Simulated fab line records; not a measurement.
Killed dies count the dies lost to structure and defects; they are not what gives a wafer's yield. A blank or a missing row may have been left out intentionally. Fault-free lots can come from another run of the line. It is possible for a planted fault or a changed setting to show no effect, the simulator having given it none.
fab line records	flow sky130
record lots=24	wafers=72	last-day=50
route steps=708 shown LDD_P@262 LI_CONTACT@365 LOCAL_INTERCONNECT@401 METAL2@502 VIA2@510 METAL4@631
lots that met no fault: taken from a fault-free run of the same line
start-h: start of the lot's first displayed wafer, in hours after the record's first day	wait-h: hours from the lot's prior step to this one	" the same as in the row above	L1.1+2: several wafers, shown together as one row	- no value present, or no start provided	* or withheld: withheld	< > ~ a bound
route shown NAME@n: a module of which the file shows steps, and the number in the route of the first	usual: the fault-free wafers' mean and standard deviation	same: alike in all rows	chamber/n: place in a boat	sites: the reading at each site	_std_site: standard deviation across them	_edge_site: the outer-site mean with the inner-site mean subtracted	radius-mm: for every site, how far away it sits from the centre of the wafer	mask NAME#n: copy n	behind: the last tool/chamber to shape the wafer	hold: reason for holding the lot/hours on hold/outcome of the hold	device: which transistor (n, p or np) failed to switch	end of line: at the end of the route, the tests of the same wafers	a step given without rows: its recipe and nothing more	killed: the dies lost at the first sort to structure and to defects; this is not the yield of the wafer	map: dies across one wafer; x = killed, . = not, _ = none there
set.NAME: the setting that was run; set.NAME@STEP: the one run at that earlier step	model.NAME: the simulator's own value behind a step, which no gauge read
the route's steps for a sample of lots (tables are steps, rows are wafers)
services: from which hour (start-h, from the record's first day; less than 0 if before it) a tool's chamber was out of use, for how many hours, and why
## steps
# step SKY_LDD_P_CD_MEAS_07
# recipe target-cd-nm=380
# usual cd-nm=380.5/2.6
lot.wafer	tool	chamber	start-h	wait-h	cd-nm
L075.2	cd-sem-02	-	425.93	0.1	375.9
L075.4	"	-	"	"	378.9
L075.5	"	-	"	"	380.4
L074.2	cd-sem-02	-	426.17	0.1	377.3
L074.3	"	-	"	"	382.4
L074.5	"	-	"	"	381.9
L076.1	cd-sem-01	-	443.41	0.1	382.5
L076.4	"	-	"	"	380.3
L076.5	"	-	"	"	380.5
L077.1	cd-sem-01	-	466.51	0.1	375.3
L077.2	"	-	"	"	375.9
L077.3	"	-	"	"	376.3
L078.1	cd-sem-01	-	473.85	0.1	382.9
L078.3	"	-	"	"	381.3
L078.6	"	-	"	"	381.0
L080.2	cd-sem-02	-	488.18	0.1	381.6
L080.5	"	-	"	"	380.2
L080.6	"	-	"	"	379.2
L079.3	cd-sem-01	-	489.79	0.1	383.2
L079.5	"	-	"	"	383.0
L079.6	"	-	"	"	380.3
L081.2	cd-sem-02	-	496.13	0.1	381.1
L081.4	"	-	"	"	378.4
L081.6	"	-	"	"	380.3
L082.1	cd-sem-02	-	502.05	0.1	378.8
L082.2	"	-	"	"	380.4
L082.3	"	-	"	"	380.0
L083.1	cd-sem-01	-	514.51	0.1	379.8
L083.4	"	-	"	"	381.9
L083.5	"	-	"	"	383.8
L084.2	cd-sem-02	-	528.22	0.1	381.5
L084.4	"	-	"	"	383.0
L084.5	"	-	"	"	382.4
L085.3	cd-sem-01	-	529.05	0.1	380.8
L085.4	"	-	"	"	378.7
L085.5	"	-	"	"	382.4
L086.1	cd-sem-01	-	543.00	0.1	378.5
L086.2	"	-	"	"	378.2
L086.4	"	-	"	"	376.8
L087.4	cd-sem-02	-	549.47	0.1	377.0
L087.5	"	-	"	"	375.9
L087.6	"	-	"	"	375.5
L088.1	cd-sem-02	-	557.01	0.1	384.1
L088.5	"	-	"	"	383.2
L088.6	"	-	"	"	383.8
L089.2	cd-sem-01	-	558.58	0.1	382.3
L089.4	"	-	"	"	381.5
L089.5	"	-	"	"	382.1
L090.1	cd-sem-02	-	569.55	0.1	381.2
L090.2	"	-	"	"	379.2
L090.6	"	-	"	"	381.4
L091.1	cd-sem-01	-	575.61	0.1	386.7
L091.3	"	-	"	"	389.1
L091.5	"	-	"	"	386.1
L092.2	cd-sem-01	-	591.17	0.1	381.4
L092.3	"	-	"	"	380.0
L092.4	"	-	"	"	383.9
L093.1	cd-sem-01	-	616.06	0.1	377.9
L093.4	"	-	"	"	380.7
L093.5	"	-	"	"	378.0
L096.1	cd-sem-02	-	625.75	0.1	378.5
L096.3	"	-	"	"	378.2
L096.5	"	-	"	"	377.7
L095.2	cd-sem-01	-	627.58	0.1	381.9
L095.5	"	-	"	"	383.8
L095.6	"	-	"	"	380.9
L094.1	cd-sem-01	-	627.76	0.1	381.9
L094.4	"	-	"	"	380.8
L094.5	"	-	"	"	383.1
L097.2	cd-sem-02	-	633.12	0.1	382.3
L097.3	"	-	"	"	378.1
L097.5	"	-	"	"	379.9
# step SKY_LI_CONTACT_BOW_MEAS_03
# recipe mode=bow
# usual LI_CONTACT_BOW=55/7.2
lot.wafer	tool	chamber	start-h	wait-h	LI_CONTACT_BOW[um]
L075.2	film-metro-02	-	637.82	0.3	62
L075.4	"	-	"	"	65
L075.5	"	-	"	"	54
L074.2	film-metro-03	-	639.91	0.1	49
L074.3	"	-	"	"	55
L074.5	"	-	"	"	53
L076.1	film-metro-01	-	657.49	0.2	54
L076.4	"	-	"	"	61
L076.5	"	-	"	"	59
L077.1	film-metro-02	-	677.34	0.1	58
L077.2	"	-	"	"	59
L077.3	"	-	"	"	59
L078.1	film-metro-03	-	685.64	0.1	61
L078.3	"	-	"	"	59
L078.6	"	-	"	"	58
L080.2	film-metro-02	-	697.07	0.1	60
L080.5	"	-	"	"	60
L080.6	"	-	"	"	56
L079.3	film-metro-01	-	698.95	0.2	46
L079.5	"	-	"	"	61
L079.6	"	-	"	"	45
L081.2	film-metro-03	-	706.11	0.3	44
L081.4	"	-	"	"	53
L081.6	"	-	"	"	51
L082.1	film-metro-03	-	708.84	0.2	60
L082.2	"	-	"	"	54
L082.3	"	-	"	"	57
L083.1	film-metro-01	-	721.71	0.1	56
L083.4	"	-	"	"	47
L083.5	"	-	"	"	58
L084.2	film-metro-03	-	734.76	0.2	45
L084.4	"	-	"	"	64
L084.5	"	-	"	"	59
L085.3	film-metro-02	-	736.63	0.1	47
L085.4	"	-	"	"	44
L085.5	"	-	"	"	71
L086.1	film-metro-01	-	746.10	0.1	48
L086.2	"	-	"	"	49
L086.4	"	-	"	"	55
L087.4	film-metro-02	-	754.41	0.3	58
L087.5	"	-	"	"	56
L087.6	"	-	"	"	50
L088.1	film-metro-03	-	759.09	0.2	48
L088.5	"	-	"	"	49
L088.6	"	-	"	"	51
L089.2	film-metro-03	-	760.48	0.3	49
L089.4	"	-	"	"	54
L089.5	"	-	"	"	57
L090.1	film-metro-03	-	771.46	0.1	55
L090.2	"	-	"	"	68
L090.6	"	-	"	"	48
L091.1	film-metro-03	-	777.25	0.2	51
L091.3	"	-	"	"	38
L091.5	"	-	"	"	54
L092.2	film-metro-02	-	790.66	0.2	49
L092.3	"	-	"	"	60
L092.4	"	-	"	"	52
L093.1	film-metro-02	-	813.00	0.2	61
L093.4	"	-	"	"	60
L093.5	"	-	"	"	73
L095.2	film-metro-01	-	821.07	0.2	60
L095.5	"	-	"	"	48
L095.6	"	-	"	"	40
L096.1	film-metro-01	-	821.74	0.2	53
L096.3	"	-	"	"	54
L096.5	"	-	"	"	59
L094.1	film-metro-02	-	825.24	0.2	55
L094.4	"	-	"	"	48
L094.5	"	-	"	"	52
L097.2	film-metro-01	-	828.26	0.3	56
L097.3	"	-	"	"	60
L097.5	"	-	"	"	63
# step SKY_LOCAL_INTERCONNECT_METAL_ETCH_14
# recipe target-depth-nm=110	stop-on=PSG	chemistry=Cl2/BCl3	target=TiN	resist-sidewall-deg=88	pressure-mtorr=10	icp-w=900	bias-w=48.5	Cl2_flow_sccm=60	bcl3-flow-sccm=30	time-s=31.4
# usual drypump-motor-current-A=5.87/0.26	mfc-cl2-sccm=59.98/0.17	oes-product-au=0.945/0.008	throttle-valve-pct=21.898/0.0098
lot.wafer	tool	chamber	start-h	wait-h	drypump-motor-current-A	mfc-cl2-sccm	oes-product-au	rf-hours-counter-h	throttle-valve-pct
L075.2	rie-metal-01	0	696.53	0.0	5.67	60.13	0.945	14	21.899
L075.4	"	1	"	"	5.74	59.81	0.948	-	21.917
L075.5	"	0	"	"	5.64	60.11	0.940	-	21.904
L074.2	rie-metal-04	0	698.84	0.0	6.18	60.08	0.943	5	21.901
L074.3	"	0	"	"	6.18	59.88	0.951	-	21.903
L074.5	"	1	"	"	5.52	59.92	0.941	-	21.892
L076.1	rie-metal-02	0	715.27	0.0	5.69	60.10	0.962	10	21.893
L076.4	"	0	"	"	5.69	60.06	0.951	-	21.901
L076.5	"	0	"	"	5.71	60.12	0.949	-	21.899
L077.1	rie-metal-02	0	734.69	0.0	5.69	59.48	0.942	11	21.910
L077.2	"	1	"	"	6.13	59.59	0.935	8	21.918
L077.3	"	0	"	"	5.66	59.80	0.936	-	21.901
L078.1	rie-metal-04	1	742.52	0.0	5.54	59.78	0.952	2	21.896
L078.3	"	0	"	"	6.18	59.77	0.940	-	21.908
L078.6	"	0	"	"	6.19	59.76	0.938	-	21.911
L080.2	rie-metal-02	0	753.47	0.0	5.68	60.02	0.946	11	21.901
L080.5	"	1	"	"	6.13	59.98	0.943	-	21.910
L080.6	"	0	"	"	5.62	60.12	0.943	-	21.901
L079.3	rie-metal-02	1	754.60	0.0	6.16	60.18	0.937	-	21.914
L079.5	"	1	"	"	6.10	60.29	0.941	-	21.892
L079.6	"	0	"	"	5.69	60.12	0.945	-	21.897
L081.2	rie-metal-01	1	762.18	0.0	5.74	59.98	0.947	15	21.897
L081.4	"	1	"	"	5.74	60.11	0.958	-	21.895
L081.6	"	0	"	"	5.65	59.90	0.937	-	21.903
L082.1	rie-metal-04	0	764.87	0.0	6.18	59.94	0.941	7	21.897
L082.2	"	1	"	"	5.55	59.99	0.961	3	21.899
L082.3	"	0	"	"	6.18	59.55	0.935	-	21.897
L083.1	rie-metal-02	1	776.57	0.0	6.14	60.00	0.941	9	21.915
L083.4	"	0	"	"	5.69	60.13	0.950	-	21.903
L083.5	"	1	"	"	6.17	59.95	0.939	-	21.919
L084.2	rie-metal-01	0	789.22	0.0	5.68	60.05	0.946	1	21.917
L084.4	"	0	"	"	5.64	60.43	0.948	-	21.897
L084.5	"	0	"	"	5.66	60.22	0.941	-	21.894
L085.3	rie-metal-04	0	789.94	0.0	6.17	59.85	0.936	-	21.895
L085.4	"	1	"	"	5.56	60.15	0.939	-	21.892
L085.5	"	1	"	"	5.54	60.06	0.942	-	21.897
L086.1	rie-metal-02	0	801.98	0.0	5.70	59.95	0.936	13	21.889
L086.2	"	1	"	"	6.11	59.97	0.946	10	21.893
L086.4	"	1	"	"	6.17	60.01	0.933	-	21.888
L087.4	rie-metal-04	0	808.51	0.0	6.17	60.16	0.953	-	21.899
L087.5	"	1	"	"	5.55	59.86	0.952	-	21.882
L087.6	"	0	"	"	6.17	59.98	0.959	-	21.897
L088.1	rie-metal-01	0	813.62	0.0	5.69	60.08	0.949	3	21.894
L088.5	"	1	"	"	5.73	60.14	0.943	-	21.895
L088.6	"	0	"	"	5.69	59.72	0.947	-	21.907
L089.2	rie-metal-02	0	814.67	0.0	5.71	60.25	0.945	13	21.894
L089.4	"	0	"	"	5.70	60.16	0.925	-	21.901
L089.5	"	0	"	"	5.65	59.93	0.931	-	21.919
L090.1	rie-metal-04	0	825.09	0.0	6.18	59.98	0.945	9	21.883
L090.2	"	1	"	"	5.57	59.97	0.945	5	21.902
L090.6	"	1	"	"	5.55	59.95	0.948	-	21.890
L091.1	rie-metal-04	1	830.84	0.0	5.56	59.66	0.949	5	21.901
L091.3	"	1	"	"	5.55	59.66	0.950	-	21.884
L091.5	"	0	"	"	6.18	60.01	0.957	-	21.897
L092.2	rie-metal-02	1	844.97	0.0	6.11	60.14	0.944	11	21.901
L092.3	"	1	"	"	6.07	59.96	0.956	-	21.910
L092.4	"	0	"	"	5.65	59.72	0.936	-	21.903
L093.1	rie-metal-02	0	867.48	0.0	5.69	60.03	0.961	15	21.890
L093.4	"	1	"	"	6.16	59.88	0.959	-	21.878
L093.5	"	1	"	"	6.15	59.89	0.961	-	21.889
L095.2	rie-metal-02	1	875.01	0.1	6.15	59.80	0.960	-	21.887
L095.5	"	1	"	"	6.20	59.81	0.945	-	21.893
L095.6	"	1	"	"	6.19	59.96	0.953	-	21.879
L096.1	rie-metal-02	1	875.93	0.1	6.05	59.93	0.940	12	21.899
L096.3	"	1	"	"	6.12	60.19	0.953	-	21.904
L096.5	"	1	"	"	6.12	60.00	0.944	-	21.922
L094.1	rie-metal-04	0	878.68	0.0	6.18	60.18	0.936	11	21.898
L094.4	"	0	"	"	6.18	60.02	0.929	-	21.896
L094.5	"	1	"	"	5.56	59.74	0.946	-	21.896
L097.2	rie-metal-04	0	882.14	0.0	6.15	59.89	0.950	11	21.900
L097.3	"	1	"	"	5.53	60.13	0.923	-	21.905
L097.5	"	1	"	"	5.57	60.05	0.939	-	21.890
# step SKY_METAL2_METAL_ETCH_19
# recipe target-depth-a=3600	stop-on=SiO2	over-etch-frac=0.3	time-s=78	chemistry=Cl2/BCl3	resist-sidewall-deg=88	pressure-mtorr=10	icp-w=900	bias-w=48.5	Cl2_flow_sccm=60	bcl3-flow-sccm=30
# usual drypump-motor-current-A=5.71/0.23	mfc-cl2-sccm=59.99/0.17	oes-product-au=0.853/0.0062	throttle-valve-pct=22.263/0.009
lot.wafer	tool	chamber	start-h	wait-h	drypump-motor-current-A	mfc-cl2-sccm	oes-product-au	rf-hours-counter-h	throttle-valve-pct
L075.2	rie-metal-01	0	809.59	0.1	5.66	59.87	0.848	-	22.266
L075.4	"	0	"	"	5.66	60.13	0.869	-	22.256
L075.5	"	0	"	"	5.70	59.65	0.862	-	22.269
L074.2	rie-metal-03	0	814.00	0.0	5.38	59.94	0.860	12	22.257
L074.3	"	1	"	"	5.80	59.87	0.837	-	22.257
L074.5	"	0	"	"	5.40	59.82	0.843	-	22.278
L076.1	rie-metal-04	0	828.41	0.0	6.16	60.10	0.858	9	22.269
L076.4	"	0	"	"	6.18	60.15	0.857	-	22.258
L076.5	"	0	"	"	6.18	59.95	0.863	-	22.265
L077.1	rie-metal-03	0	847.06	0.0	5.39	59.81	0.848	13	22.275
L077.2	"	1	"	"	5.77	59.94	0.843	14	22.249
L077.3	"	1	"	"	5.80	59.80	0.861	-	22.256
L078.1	rie-metal-03	1	855.22	0.0	5.78	60.08	0.859	14	22.268
L078.3	"	1	"	"	5.79	59.92	0.849	-	22.267
L078.6	"	0	"	"	5.40	59.86	0.853	-	22.260
L080.2	rie-metal-03	0	865.41	0.0	5.38	59.96	0.849	14	22.280
L080.5	"	1	"	"	5.74	60.13	0.847	-	22.277
L080.6	"	0	"	"	5.41	59.98	0.852	-	22.259
L079.3	rie-metal-01	0	866.28	0.1	5.67	59.90	0.849	-	22.254
L079.5	"	0	"	"	5.69	60.08	0.849	-	22.269
L079.6	"	1	"	"	5.77	59.71	0.855	-	22.256
L081.2	rie-metal-01	1	871.62	0.0	5.77	59.82	0.846	3	22.261
L081.4	"	0	"	"	5.69	59.75	0.851	-	22.248
L081.6	"	0	"	"	5.71	59.88	0.852	-	22.264
L082.1	rie-metal-04	1	875.55	0.0	5.53	60.02	0.850	7	22.266
L082.2	"	0	"	"	6.17	60.05	0.859	11	22.247
L082.3	"	0	"	"	6.18	60.04	0.859	-	22.267
L083.1	rie-metal-03	1	887.92	0.0	5.74	59.55	0.858	16	22.242
L083.4	"	0	"	"	5.38	60.08	0.858	-	22.255
L083.5	"	0	"	"	5.39	60.00	0.853	-	22.276
L084.2	rie-metal-04	1	899.45	0.0	5.56	60.19	0.855	8	22.261
L084.4	"	1	"	"	5.55	60.13	0.845	-	22.271
L084.5	"	0	"	"	6.14	59.77	0.854	-	22.280
L085.3	rie-metal-03	0	900.50	0.1	5.39	59.62	0.853	-	22.276
L085.4	"	1	"	"	5.77	60.16	0.847	-	22.261
L085.5	"	0	"	"	5.42	59.98	0.852	-	22.269
L086.1	rie-metal-01	0	911.50	0.0	5.69	59.88	0.854	7	22.248
L086.2	"	1	"	"	5.76	60.16	0.857	5	22.268
L086.4	"	1	"	"	5.74	60.06	0.851	-	22.268
L087.4	rie-metal-01	0	917.25	0.1	5.70	59.99	0.853	-	22.261
L087.5	"	0	"	"	5.68	60.06	0.866	-	22.254
L087.6	"	1	"	"	5.76	60.16	0.860	-	22.268
L088.1	rie-metal-04	1	922.25	0.0	5.54	60.12	0.857	9	22.264
L088.5	"	1	"	"	5.58	59.87	0.862	-	22.261
L088.6	"	0	"	"	6.21	60.16	0.847	-	22.245
L089.2	rie-metal-03	0	923.17	0.0	5.40	59.70	0.849	16	22.260
L089.4	"	1	"	"	5.76	59.92	0.853	-	22.279
L089.5	"	1	"	"	5.76	59.99	0.873	-	22.254
L090.1	rie-metal-04	1	932.42	0.0	5.53	59.72	0.855	9	22.277
L090.2	"	0	"	"	6.17	59.95	0.860	13	22.260
L090.6	"	1	"	"	5.53	60.08	0.858	-	22.272
L091.1	rie-metal-01	1	939.01	0.0	5.79	60.05	0.854	6	22.256
L091.3	"	0	"	"	5.68	60.00	0.847	-	22.275
L091.5	"	1	"	"	5.78	59.84	0.854	-	22.271
L092.2	rie-metal-01	0	951.50	0.0	5.70	59.94	0.850	9	22.252
L092.3	"	1	"	"	5.76	59.89	0.859	-	22.260
L092.4	"	0	"	"	5.69	59.82	0.849	-	22.261
L093.1	rie-metal-03	0	972.50	0.0	5.40	59.97	0.859	20	22.260
L093.4	"	1	"	"	5.79	60.22	0.862	-	22.274
L093.5	"	0	"	"	5.38	59.93	0.857	-	22.278
L095.2	rie-metal-04	0	980.27	0.0	6.17	60.29	0.854	16	22.280
L095.5	"	1	"	"	5.56	60.02	0.840	-	22.264
L095.6	"	0	"	"	6.18	60.15	0.844	-	22.259
L096.1	rie-metal-01	1	981.20	0.0	5.75	59.70	0.843	8	22.263
L096.3	"	1	"	"	5.73	60.05	0.845	-	22.259
L096.5	"	0	"	"	5.66	59.95	0.855	-	22.245
L094.1	rie-metal-01	0	983.21	0.0	5.70	59.96	0.855	11	22.264
L094.4	"	1	"	"	5.74	60.14	0.845	-	22.266
L094.5	"	1	"	"	5.75	60.11	0.852	-	22.254
L097.2	rie-metal-04	1	987.41	0.0	5.56	59.76	0.847	12	22.271
L097.3	"	0	"	"	6.17	59.95	0.853	-	22.271
L097.5	"	0	"	"	6.18	60.24	0.861	-	22.262
# step SKY_VIA2_BOW_MEAS_03
# recipe mode=bow
# usual VIA2_BOW=85/7.8
lot.wafer	tool	chamber	start-h	wait-h	VIA2_BOW[um]
L075.2	film-metro-01	-	810.84	0.1	98
L075.4	"	-	"	"	100
L075.5	"	-	"	"	88
L074.2	film-metro-01	-	815.20	0.3	78
L074.3	"	-	"	"	84
L074.5	"	-	"	"	82
L076.1	film-metro-01	-	829.63	0.1	87
L076.4	"	-	"	"	93
L076.5	"	-	"	"	90
L077.1	film-metro-03	-	848.38	0.1	86
L077.2	"	-	"	"	88
L077.3	"	-	"	"	90
L078.1	film-metro-03	-	856.39	0.1	91
L078.3	"	-	"	"	90
L078.6	"	-	"	"	87
L080.2	film-metro-04	-	866.60	0.2	89
L080.5	"	-	"	"	91
L080.6	"	-	"	"	85
L079.3	film-metro-04	-	867.46	0.1	81
L079.5	"	-	"	"	98
L079.6	"	-	"	"	82
L081.2	film-metro-04	-	872.82	0.2	72
L081.4	"	-	"	"	81
L081.6	"	-	"	"	78
L082.1	film-metro-04	-	876.76	0.2	94
L082.2	"	-	"	"	89
L082.3	"	-	"	"	91
L083.1	film-metro-04	-	889.10	0.2	86
L083.4	"	-	"	"	77
L083.5	"	-	"	"	88
L084.2	film-metro-03	-	900.71	0.2	74
L084.4	"	-	"	"	91
L084.5	"	-	"	"	88
L085.3	film-metro-01	-	901.69	0.1	80
L085.4	"	-	"	"	75
L085.5	"	-	"	"	102
L086.1	film-metro-04	-	912.68	0.1	79
L086.2	"	-	"	"	80
L086.4	"	-	"	"	86
L087.4	film-metro-03	-	918.50	0.3	90
L087.5	"	-	"	"	87
L087.6	"	-	"	"	83
L088.1	film-metro-03	-	923.42	0.1	80
L088.5	"	-	"	"	80
L088.6	"	-	"	"	82
L089.2	film-metro-01	-	924.36	0.2	79
L089.4	"	-	"	"	81
L089.5	"	-	"	"	86
L090.1	film-metro-04	-	933.59	0.2	84
L090.2	"	-	"	"	98
L090.6	"	-	"	"	79
L091.1	film-metro-01	-	940.19	0.1	82
L091.3	"	-	"	"	68
L091.5	"	-	"	"	85
L092.2	film-metro-04	-	952.69	0.1	80
L092.3	"	-	"	"	93
L092.4	"	-	"	"	83
L093.1	film-metro-01	-	973.70	0.1	91
L093.4	"	-	"	"	91
L093.5	"	-	"	"	107
L095.2	film-metro-01	-	981.46	0.2	86
L095.5	"	-	"	"	74
L095.6	"	-	"	"	65
L096.1	film-metro-01	-	982.37	0.1	80
L096.3	"	-	"	"	83
L096.5	"	-	"	"	88
L094.1	film-metro-04	-	984.38	0.2	87
L094.4	"	-	"	"	78
L094.5	"	-	"	"	83
L097.2	film-metro-04	-	988.64	0.2	86
L097.3	"	-	"	"	89
L097.5	"	-	"	"	92
# step SKY_METAL4_DESCUM_15
# recipe chemistry=O2	source-power-w=150	bias-power-w=0	pressure-mtorr=10	temp-c=40	time-s=8
# usual drypump-motor-current-A=5.74/0.24	oes-product-au=0.995/0.011
lot.wafer	tool	chamber	start-h	wait-h	drypump-motor-current-A	oes-product-au	rf-hours-counter-h
L075.2	rie-metal-01	1	967.97	0.0	5.77	1.002	8
L075.4	"	0	"	"	5.67	1.001	-
L075.5	"	0	"	"	5.69	0.996	-
L074.2	rie-metal-01	1	972.13	0.0	5.76	1.012	8
L074.3	"	0	"	"	5.67	1.002	-
L074.5	"	1	"	"	5.77	1.010	-
L076.1	rie-metal-01	1	986.37	0.0	5.75	1.014	9
L076.4	"	1	"	"	5.75	1.014	-
L076.5	"	0	"	"	5.67	1.005	-
L077.1	rie-metal-01	0	1001.92	0.0	5.65	0.993	12
L077.2	"	1	"	"	5.76	1.003	9
L077.3	"	0	"	"	5.65	1.004	-
L078.1	rie-metal-04	0	1011.72	0.0	6.16	0.988	17
L078.3	"	0	"	"	6.15	0.986	-
L078.6	"	1	"	"	5.53	0.995	-
L080.2	rie-metal-03	0	1017.93	0.0	5.41	0.989	0
L080.5	"	0	"	"	5.40	0.992	-
L080.6	"	1	"	"	5.76	0.983	-
L079.3	rie-metal-04	1	1018.94	0.0	5.53	0.991	-
L079.5	"	1	"	"	5.54	0.996	-
L079.6	"	0	"	"	6.19	0.995	-
L081.2	rie-metal-01	1	1024.43	0.0	5.78	1.017	10
L081.4	"	1	"	"	5.76	1.024	-
L081.6	"	0	"	"	5.68	1.013	-
L082.1	rie-metal-03	1	1028.82	0.0	5.78	0.982	5
L082.2	"	0	"	"	5.39	0.986	1
L082.3	"	1	"	"	5.77	0.979	-
L083.1	rie-metal-04	1	1039.42	0.0	5.55	0.995	16
L083.4	"	1	"	"	5.56	0.992	-
L083.5	"	0	"	"	6.19	0.985	-
L084.2	rie-metal-03	0	1047.73	0.0	5.41	1.002	2
L084.4	"	1	"	"	5.75	0.980	-
L084.5	"	0	"	"	5.40	0.988	-
L085.3	rie-metal-01	1	1050.65	0.0	5.76	1.005	-
L085.4	"	0	"	"	5.62	1.005	-
L085.5	"	1	"	"	5.76	1.014	-
L086.1	rie-metal-03	0	1060.77	0.0	5.41	0.975	3
L086.2	"	0	"	"	5.40	0.982	-
L086.4	"	0	"	"	5.41	0.993	-
L087.4	rie-metal-04	0	1064.18	0.0	6.17	0.983	-
L087.5	"	1	"	"	5.54	0.995	-
L087.6	"	0	"	"	6.17	0.977	-
L088.1	rie-metal-01	1	1068.57	0.0	5.76	1.009	14
L088.5	"	0	"	"	5.71	1.007	-
L088.6	"	1	"	"	5.78	0.992	-
L089.2	rie-metal-01	0	1070.43	0.0	5.71	1.007	16
L089.4	"	0	"	"	5.66	0.992	-
L089.5	"	0	"	"	5.71	1.002	-
L090.1	rie-metal-01	0	1077.98	0.0	5.70	0.996	17
L090.2	"	1	"	"	5.73	1.013	14
L090.6	"	0	"	"	5.70	0.999	-
L091.1	rie-metal-01	0	1083.92	0.0	5.68	0.997	17
L091.3	"	0	"	"	5.70	0.998	-
L091.5	"	0	"	"	5.69	0.990	-
L092.2	rie-metal-03	0	1094.87	0.0	5.40	0.989	6
L092.3	"	1	"	"	5.76	0.980	-
L092.4	"	0	"	"	5.41	0.990	-
L093.1	rie-metal-04	0	1111.68	0.0	6.18	0.985	24
L093.4	"	0	"	"	6.18	0.989	-
L093.5	"	0	"	"	6.18	0.992	-
L095.2	rie-metal-04	0	1116.93	0.0	6.18	0.987	-
L095.5	"	0	"	"	6.18	0.987	-
L095.6	"	0	"	"	6.19	0.989	-
L096.1	rie-metal-01	0	1118.07	0.0	5.67	0.994	20
L096.3	"	0	"	"	5.68	0.993	-
L096.5	"	0	"	"	5.67	1.003	-
L094.1	rie-metal-03	1	1119.63	0.0	5.78	0.976	10
L094.4	"	1	"	"	5.75	0.970	-
L094.5	"	0	"	"	5.42	0.987	-
L097.2	rie-metal-04	1	1122.93	0.0	5.57	0.999	21
L097.3	"	1	"	"	5.57	0.988	-
L097.5	"	0	"	"	6.17	0.986	-
## services
tool	chamber	start-h	hours	kind
rie-metal-01	-	704.39	2.8	pm
rie-metal-03	0	704.89	1.8	repair
rie-metal-01	1	709.74	4.2	repair
rie-metal-01	0	721.35	1.3	repair
rie-metal-01	0	736.10	-	clean
rie-metal-01	0	736.10	17.2	scheduled-down
rie-metal-04	0	746.79	5.5	repair
rie-metal-03	-	770.98	1.4	pm
rie-metal-01	0	831.71	6.1	repair
rie-metal-01	0	850.89	8.2	repair
rie-metal-01	-	899.43	1.2	repair
rie-metal-01	-	923.78	1.2	repair
rie-metal-02	-	929.75	0.3	repair
rie-metal-02	1	929.97	4.8	repair
rie-metal-03	-	960.53	1.6	repair
rie-metal-04	-	981.72	2.8	pm
rie-metal-03	0	986.94	14.2	repair
rie-metal-04	0	990.01	12.4	repair
rie-metal-03	1	1052.25	16.6	repair
rie-metal-04	-	1057.63	4.3	pm
rie-metal-04	-	1071.27	1.4	pm
rie-metal-04	-	1083.45	1.4	repair
rie-metal-02	-	1100.20	0.5	repair
rie-metal-04	1	1103.77	18.3	repair
## key
fault none
